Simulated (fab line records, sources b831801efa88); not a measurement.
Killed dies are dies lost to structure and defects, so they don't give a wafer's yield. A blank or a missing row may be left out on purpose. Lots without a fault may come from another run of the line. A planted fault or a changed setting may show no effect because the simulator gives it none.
Which tool did it? | flow gf180mcu | 24 lots, 72 wafers sampled, at 5 steps of a route of 602

WHAT THE GAUGES READ, wafer by wafer
GF_PSD_OVL_MEAS_08. Usual: PSD_OVL 0.9 nm, standard deviation 1.4.
lot  | measured     | on         | PSD_OVL (nm)   | flag
L074 | day 14 04:13 | overlay-01 | 3.4 4.6 3.8    |
L075 | day 14 10:58 | overlay-02 | 2.4 0.6 0.0    |
L076 | day 14 15:31 | overlay-01 | 1.1 -0.7 -0.6  |
L077 | day 15 07:25 | overlay-01 | -0.2 -0.5 0.2  |
L078 | day 15 15:47 | overlay-02 | 1.5 2.0 -0.1   |
L079 | day 16 05:12 | overlay-01 | 1.5 0.8 0.1    |
L080 | day 16 08:19 | overlay-01 | 2.4 2.1 -1.0   |
L081 | day 16 13:52 | overlay-01 | -1.6 -1.1 -1.8 |
L082 | day 17 02:44 | overlay-01 | -0.3 1.1 1.8   |
L083 | day 17 15:10 | overlay-01 | 1.6 1.1 3.1    |
L084 | day 17 18:58 | overlay-01 | 0.9 0.5 1.6    |
L085 | day 17 23:28 | overlay-01 | 1.3 2.2 0.9    |
L086 | day 18 11:00 | overlay-01 | -0.4 -1.0 1.3  |
L087 | day 18 20:53 | overlay-01 | 3.1 2.5 -0.1   |
L088 | day 19 02:31 | overlay-01 | 1.5 1.4 2.6    |
L089 | day 19 17:06 | overlay-01 | 2.0 2.3 0.7    |
L090 | day 19 22:01 | overlay-01 | -0.7 0.0 -1.7  |
L091 | day 20 04:23 | overlay-01 | 1.2 1.5 0.3    |
L092 | day 20 11:56 | overlay-02 | 2.7 1.4 2.0    |
L093 | day 20 21:27 | overlay-01 | 1.6 0.6 0.1    |
L094 | day 21 01:19 | overlay-02 | 1.4 0.0 1.7    |
L095 | day 21 14:01 | overlay-01 | 0.2 2.5 2.7    |
L096 | day 21 20:18 | overlay-02 | 0.8 -1.3 -0.3  |
L097 | day 22 06:28 | overlay-01 | -1.4 -0.6 -1.6 |

GF_CONTACT_RS_MEAS_25: measures by four-point-probe. Usual: CONTACT_W_RS 0.382 ohm/sq, standard deviation 0.0038.
lot  | measured     | on            | CONTACT_W_RS (ohm/sq) | flag
L074 | day 16 00:31 | film_metro-04 | 0.384 0.380 0.381     |
L075 | day 16 09:22 | film_metro-02 | 0.386 0.382 0.382     |
L076 | day 16 12:41 | film_metro-03 | 0.381 0.380 0.383     |
L077 | day 17 07:15 | film_metro-03 | 0.383 0.380 0.381     |
L078 | day 17 16:26 | film_metro-03 | 0.378 0.380 0.377     |
L079 | day 18 06:22 | film_metro-03 | 0.380 0.382 0.386     |
L080 | day 18 09:10 | film_metro-04 | 0.391 0.389 0.385     |
L081 | day 18 15:39 | film_metro-04 | 0.389 0.388 0.387     |
L082 | day 19 06:15 | film_metro-04 | 0.382 0.386 0.384     |
L083 | day 19 18:24 | film_metro-04 | 0.384 0.384 0.376     |
L084 | day 19 21:50 | film_metro-03 | 0.387 0.388 0.383     |
L085 | day 20 01:56 | film_metro-04 | 0.379 0.375 0.381     |
L086 | day 20 14:28 | film_metro-02 | 0.386 0.386 0.385     |
L087 | day 21 00:19 | film_metro-04 | 0.385 0.386 0.385     |
L088 | day 21 06:02 | film_metro-04 | 0.377 0.378 0.379     |
L089 | day 21 20:07 | film_metro-04 | 0.379 0.386 0.381     |
L090 | day 22 01:13 | film_metro-02 | 0.385 0.383 0.382     |
L091 | day 22 07:33 | film_metro-04 | 0.379 0.377 0.383     |
L092 | day 22 14:09 | film_metro-03 | 0.378 0.378 0.381     |
L093 | day 22 23:20 | film_metro-04 | 0.375 0.382 0.383     |
L094 | day 23 04:26 | film_metro-02 | 0.380 0.379 0.380     |
L095 | day 23 15:56 | film_metro-02 | 0.383 0.371 0.378     |
L096 | day 23 21:40 | film_metro-03 | 0.378 0.378 0.381     |
L097 | day 24 07:16 | film_metro-03 | 0.382 0.379 0.384     |

GF_CONTACT_THK_MEAS_26: measures by xrf. Usual: CONTACT_W_THK 300 nm, standard deviation 4.8.
lot  | measured     | on            | CONTACT_W_THK (nm) | flag
L074 | day 16 00:38 | film_metro-04 | 302 304 303        |
L075 | day 16 09:29 | film_metro-02 | 294 296 296        |
L076 | day 16 12:49 | film_metro-03 | 299 299 297        |
L077 | day 17 07:22 | film_metro-03 | 293 296 294        |
L078 | day 17 16:32 | film_metro-03 | 297 296 298        |
L079 | day 18 06:28 | film_metro-03 | 297 295 291        |
L080 | day 18 09:17 | film_metro-04 | 295 299 299        |
L081 | day 18 15:46 | film_metro-04 | 298 299 299        |
L082 | day 19 06:22 | film_metro-04 | 305 303 304        |
L083 | day 19 18:30 | film_metro-04 | 304 304 308        |
L084 | day 19 21:57 | film_metro-03 | 292 292 296        |
L085 | day 20 02:02 | film_metro-04 | 308 309 307        |
L086 | day 20 14:33 | film_metro-02 | 293 294 293        |
L087 | day 21 00:26 | film_metro-04 | 301 302 300        |
L088 | day 21 06:08 | film_metro-04 | 308 306 305        |
L089 | day 21 20:14 | film_metro-04 | 306 300 303        |
L090 | day 22 01:20 | film_metro-02 | 294 295 296        |
L091 | day 22 07:40 | film_metro-04 | 306 304 301        |
L092 | day 22 14:16 | film_metro-03 | 299 301 299        |
L093 | day 22 23:25 | film_metro-04 | 310 304 303        |
L094 | day 23 04:32 | film_metro-02 | 299 298 298        |
L095 | day 23 16:02 | film_metro-02 | 296 306 298        |
L096 | day 23 21:47 | film_metro-03 | 301 299 296        |
L097 | day 24 07:22 | film_metro-03 | 298 298 294        |

GF_M1_CD_MEAS_14: target cd 230 nm. Usual: cd_nm 230.3 nm, standard deviation 1.3.
lot  | measured     | on        | cd_nm (nm)        | flag
L074 | day 16 23:06 | cd_sem-02 | 230.3 229.3 230.3 |
L075 | day 17 09:04 | cd_sem-02 | 228.8 231.0 231.2 |
L076 | day 17 12:29 | cd_sem-01 | 229.6 230.4 230.3 |
L077 | day 18 07:23 | cd_sem-01 | 230.3 231.1 230.7 |
L078 | day 18 17:07 | cd_sem-01 | 231.4 232.1 231.3 |
L079 | day 19 07:31 | cd_sem-01 | 233.1 231.9 232.1 |
L080 | day 19 10:22 | cd_sem-01 | 230.3 230.6 231.6 |
L081 | day 19 16:20 | cd_sem-02 | 230.3 231.5 231.2 |
L082 | day 20 07:29 | cd_sem-02 | 229.1 227.1 229.1 |
L083 | day 20 19:17 | cd_sem-01 | 232.2 232.2 232.1 |
L084 | day 20 22:48 | cd_sem-02 | 230.5 231.0 229.5 |
L085 | day 21 02:11 | cd_sem-01 | 228.6 228.6 227.7 |
L086 | day 21 15:10 | cd_sem-02 | 229.2 229.1 228.7 |
L087 | day 22 00:44 | cd_sem-01 | 229.6 231.0 229.8 |
L088 | day 22 06:30 | cd_sem-02 | 230.2 229.1 230.2 |
L089 | day 22 20:20 | cd_sem-01 | 231.0 230.5 229.7 |
L090 | day 23 01:06 | cd_sem-01 | 230.1 230.4 230.3 |
L091 | day 23 07:18 | cd_sem-02 | 232.6 233.4 232.1 |
L092 | day 23 14:08 | cd_sem-01 | 229.6 229.7 229.5 |
L093 | day 23 22:29 | cd_sem-01 | 231.7 232.3 231.3 |
L094 | day 24 04:01 | cd_sem-01 | 229.9 231.0 229.3 |
L095 | day 24 14:59 | cd_sem-02 | 229.9 228.5 228.4 |
L096 | day 24 20:28 | cd_sem-01 | 229.8 228.6 227.6 |
L097 | day 25 05:23 | cd_sem-02 | 230.0 229.0 229.1 |

GF_V2_OVL_MEAS_15. Usual: V2_OVL -1 nm, standard deviation 4.5.
lot  | measured     | on         | V2_OVL (nm) | flag
L074 | day 20 03:16 | overlay-01 | -4 -8 0     |
L075 | day 20 14:43 | overlay-02 | -1 7 -1     |
L076 | day 20 17:42 | overlay-02 | 5 6 -2      |
L077 | day 21 11:12 | overlay-01 | 0 -1 -3     |
L078 | day 21 22:13 | overlay-01 | 2 -2 0      |
L079 | day 22 11:43 | overlay-02 | 0 11 0      |
L080 | day 22 14:40 | overlay-01 | 5 -7 1      |
L081 | day 22 21:45 | overlay-02 | -5 -3 -6    |
L082 | day 23 10:36 | overlay-02 | 4 4 -1      |
L083 | day 23 21:55 | overlay-01 | 0 6 2       |
L084 | day 24 00:46 | overlay-02 | 12 4 13     |
L085 | day 24 04:19 | overlay-02 | -10 -4 -4   |
L086 | day 24 16:16 | overlay-02 | 3 1 2       |
L087 | day 25 01:36 | overlay-02 | -6 -2 -6    |
L088 | day 25 06:25 | overlay-01 | -4 -3 -5    |
L089 | day 25 19:45 | overlay-02 | -2 -8 -4    |
L090 | day 25 23:58 | overlay-02 | -3 1 2      |
L091 | day 26 06:04 | overlay-01 | 1 -2 -1     |
L092 | day 26 12:09 | overlay-01 | -4 5 -4     |
L093 | day 26 19:58 | overlay-01 | 4 -2 4      |
L094 | day 26 23:25 | overlay-02 | 4 -6 -2     |
L095 | day 27 11:55 | overlay-01 | 3 0 -7      |
L096 | day 27 15:54 | overlay-01 | -3 -4 -3    |
L097 | day 27 22:47 | overlay-02 | 1 -5 -1     |

WHICH TOOL RAN EACH LOT (tool, then ch and the chambers of the sampled wafers, then the start)
The record holds no process step before these readings.

WHAT THE TOOLS THEMSELVES READ (means of the sampled wafers that have a number; where no wafer has one, the mark that the record gives instead)
The record holds no such reading with a usual standard deviation.

THE ANSWER, worked out from the rows above alone
Rule: a lot is off if the mean of its wafers that have a number lies more than 3 standard deviations from the usual mean. A lot without any number at a reading at which 4 lots or more have one is off too. The other lots that the step has rows for count as sound. The gauges are gone through in route order, then the tools' own readings, and for those a lot's mean is taken as printed above. The first step at which some lot is off is used, and at that step the reading that is off furthest; a lot without a number counts as furthest.
No lot is off at any reading shown: from this, nothing can be told.

WHAT THE SIMULATOR HAD PUT IN
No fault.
